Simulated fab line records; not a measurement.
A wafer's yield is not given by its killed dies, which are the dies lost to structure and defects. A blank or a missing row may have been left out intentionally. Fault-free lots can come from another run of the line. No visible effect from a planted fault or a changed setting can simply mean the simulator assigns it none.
A lot that was struck, set against a sound lot + flow sky130 + 35 out of 708 route steps
Sound: the wafers L990.2, L990.4, L990.5. Struck: wafer L100.1 (left out: L100.3, L100.4 of the same lot, which were not struck); the cause appears at the end.
At each step with rows: each side's tool, then ch and its chambers, then its first start. Under that, the readings that differ: sound wafers + struck wafers + difference of the means + sigmas: that difference in standard deviations of wafers without a fault.
alike: a reading whose means differ by less than 2 such deviations, as well as words and numbers matching on both sides. not compared: withheld readings; readings where some wafer has no value; bounds like >300 that might hide an equal value; numbers whose values overlap and for which the record gives no deviation.
The two part at a step that has a row with sigmas, a row that says differs or no value, or rows on one side only. Numbers that don't overlap but have no deviation are shown without sigmas and don't part them. A reading missing from all wafers of one side parts the sides only when that side holds two or more wafers.

first, 6 steps without rows for these wafers: SKY_METAL5_HMDS_08 (prime time 60 s); SKY_METAL5_COAT_09 (resist thk 1800 nm); SKY_METAL5_SOFTBAKE_10 (time 60 s); SKY_METAL5_EXPOSE_11 (exposes mask MM5, target cd 1600 nm); SKY_METAL5_PEB_12; SKY_METAL5_DEVELOP_13 (develop time 60 s).
SKY_METAL5_DESCUM_14: chemistry O2, time 11 s.
  sound on rie_metal-04 ch 0, day 45 07:59; struck on rie_metal-04 ch 1, day 47 20:59
  alike: drypump_motor_current_A, oes_product_au
  not compared: rf_hours_counter_h
SKY_METAL5_METAL_ETCH_15: etches the open film in Cl2/BCl3, stops on SiO2, target depth 1260 nm, time 252 s.
  sound on rie_metal-04 ch 0, day 45 08:01; struck on rie_metal-04 ch 1, day 47 21:02
  alike: drypump_motor_current_A, oes_product_au, throttle_valve_pct
  not compared: rf_hours_counter_h
SKY_METAL5_STRIP_16: strips in O2/N2.
  sound on plasma_asher-01 ch 0,1, day 45 08:15; struck on plasma_asher-02 ch 1, day 47 21:16
  alike: drypump_motor_current_A, oes_product_au, strip_time_to_endpoint_s
  not compared: rf_hours_counter_h
then, 3 steps without rows for these wafers: SKY_METAL5_STRIP_17 (strips in post etch residue remover, time 1200 s); SKY_METAL5_CLEAN_18 (cleans in IPA, time 180 s); SKY_METAL5_CLEAN_19 (cleans in O3/DIW).
SKY_PASSIVATION_CVD_00: deposits SiO2, target thk 90 nm.
  sound on pecvd-01 ch 0,2, day 45 08:52; struck on pecvd-01 ch 0, day 47 21:52
| reading                                      | sound             | struck | difference | sigmas |
|----------------------------------------------|-------------------|--------|------------|--------|
| model.SiO2_of_PASSIVATION_CVD_00.thk_nm (nm) | 89.05 91.77 91.16 | 131.2  | +40.5      |        |
  alike: heater_power_w, susceptor_temp_C
SKY_PASSIVATION_THK_MEAS_01:
  sound: film_metro-01 at day 45 08:55; struck: film_metro-02 at day 47 21:53
| reading                     | sound          | struck | difference | sigmas |
|-----------------------------|----------------|--------|------------|--------|
| PASSIVATION_CVD_00_THK (nm) | 89.0 91.8 91.2 | 131.2  | +40.5      | +31    |
SKY_PASSIVATION_CVD_02: deposits Si3N4, target thk 540 nm.
  sound on pecvd-03 ch 0,1,2, day 45 08:58; struck on pecvd-02 ch 2, day 47 21:57
  alike: heater_power_w, susceptor_temp_C
SKY_PASSIVATION_THK_MEAS_03:
  sound: film_metro-04 at day 45 09:12; struck: film_metro-04 at day 47 22:10
| reading                     | sound       | struck | difference | sigmas |
|-----------------------------|-------------|--------|------------|--------|
| PASSIVATION_CVD_02_THK (nm) | 547 541 541 | 525    | -18        | -2     |
then, 16 steps without rows for these wafers: SKY_PASSIVATION_DEHYDRATE_04 (time 60 s); SKY_PASSIVATION_HMDS_05 (prime time 60 s); SKY_PASSIVATION_COAT_06 (resist thk 3000 nm); SKY_PASSIVATION_SOFTBAKE_07; SKY_PASSIVATION_EXPOSE_08 (exposes mask NSM, target cd 3000 nm); SKY_PASSIVATION_PEB_09; SKY_PASSIVATION_DEVELOP_10 (develop time 60 s); SKY_PASSIVATION_ETCH_11 (etches the open film in CF4/O2, stops on AlCu, target depth 725 nm, time 161.1 s); SKY_PASSIVATION_STRIP_12 (strips in O2/N2); SKY_PAD_OPEN_DEHYDRATE_00 (time 60 s); SKY_PAD_OPEN_HMDS_01 (prime time 60 s); SKY_PAD_OPEN_COAT_02 (resist thk 3000 nm); SKY_PAD_OPEN_SOFTBAKE_03; SKY_PAD_OPEN_EXPOSE_04 (exposes mask PDM, target cd 60000 nm); SKY_PAD_OPEN_PEB_05; SKY_PAD_OPEN_DEVELOP_06 (develop time 60 s).
SKY_PAD_OPEN_ETCH_07: etches the open film in CF4/O2, stops on AlCu, target depth 725 nm, time 161.1 s.
  sound on rie_diel-02 ch 1,2,3, day 47 02:47; struck on rie_diel-02 ch 2, day 49 11:40
| reading                              | sound           | struck | difference | sigmas |
|--------------------------------------|-----------------|--------|------------|--------|
| model.PAD_OPEN.feature_depth_nm (nm) | 711.4 708.8 707 | 722.6  | +13.5      |        |
| model.etch.depth_nm (nm)             | 711.4 708.8 707 | 722.6  | +13.5      |        |
  alike: drypump_motor_current_A, oes_product_au, throttle_valve_pct
  not compared: rf_hours_counter_h
SKY_PAD_OPEN_STRIP_08: strips in O2/N2.
  sound on plasma_asher-04 ch 0,1, day 47 02:54; struck on plasma_asher-04 ch 1, day 49 11:46
  alike: drypump_motor_current_A, oes_product_au
  not compared: rf_hours_counter_h
then, 1 step without rows for these wafers: SKY_PAD_OPEN_PROBE_99.

== WHERE THEY PART ==
Earliest at SKY_PASSIVATION_THK_MEAS_01; latest, in this record, at SKY_PASSIVATION_THK_MEAS_03. Later steps at which nothing parts them and some readings are alike: SKY_PAD_OPEN_ETCH_07, SKY_PAD_OPEN_STRIP_08.

WHY: whatever the simulator had introduced
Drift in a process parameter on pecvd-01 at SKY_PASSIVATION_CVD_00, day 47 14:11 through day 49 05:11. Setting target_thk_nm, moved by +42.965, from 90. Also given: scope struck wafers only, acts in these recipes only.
